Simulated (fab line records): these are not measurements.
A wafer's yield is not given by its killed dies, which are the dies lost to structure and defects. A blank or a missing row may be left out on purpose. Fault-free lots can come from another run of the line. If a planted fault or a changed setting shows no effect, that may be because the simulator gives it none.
Which tool did it?    flow gf180mcu    18 wafers from 6 lots sampled at 2 of the route's 602 steps

WHAT THE GAUGES SHOWED, per wafer
GF_MVSD_TW_MEAS_11.
lot   measured     on             MVSD_TW
L149  day 5 01:47  film_metro-03  1580 1580 1573
L153  day 6 01:07  film_metro-04  1597 1596 1600
L160  day 7 15:25  film_metro-02  1449 1436 1452
L163  day 8 08:13  film_metro-02  1583 1577 1583
L165  day 8 18:44  film_metro-04  1599 1598 1601
L168  day 9 14:22  film_metro-04  1593 1590 1588

WHAT TOOL EACH LOT RAN ON (gives the tool, then ch and the chambers of the sampled wafers, and finally the start)
lot   GF_MVSD_IMPLANT_08
L149  implanter-02 ch 0, day 5 01:23
L153  implanter-04 ch 0, day 6 00:43
L160  implanter-04 ch 0, day 7 15:01
L163  implanter-01 ch 0, day 8 07:49
L165  implanter-02 ch 0, day 8 18:20
L168  implanter-02 ch 0, day 9 13:58
- GF_MVSD_IMPLANT_08

THE ANSWER, worked out from the rows above alone
Rule: the lots themselves supply what counts as usual. The widest of any qualifying gaps counts: lots, ordered by their means at a reading, are off when they make up no more than a third of the lots, leave a main group of 4 or more, and stand apart from it by 3 or more times the standard deviation of that group's means. The tables above print the reading to a certain number of digits; a main group whose means all agree to those digits is not used. A lot without any number at a reading at which 4 lots or more have one is off too. Any other lot the step has rows for is counted as sound.
Off: L160, at GF_MVSD_TW_MEAS_11 (MVSD_TW). The main group: mean 1589, standard deviation 8.7.
A tool fits if, at a process step before that reading, it ran every lot that is off, and no sound lot after the first of them. The gauges at GF_MVSD_TW_MEAS_11 are tried like those tools. One fits: implanter-04 at GF_MVSD_IMPLANT_08. Its last sound lot is L153 (day 6 00:43), its first lot that is off L160 (day 7 15:01): a fault that began between those two fits.

WHAT HAD BEEN PUT IN BY THE SIMULATOR
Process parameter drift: implanter-04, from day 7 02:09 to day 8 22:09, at GF_MVSD_IMPLANT_08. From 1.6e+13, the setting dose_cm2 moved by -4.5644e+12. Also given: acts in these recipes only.
Struck lots among those shown: L160. This agrees with what the rule above found.
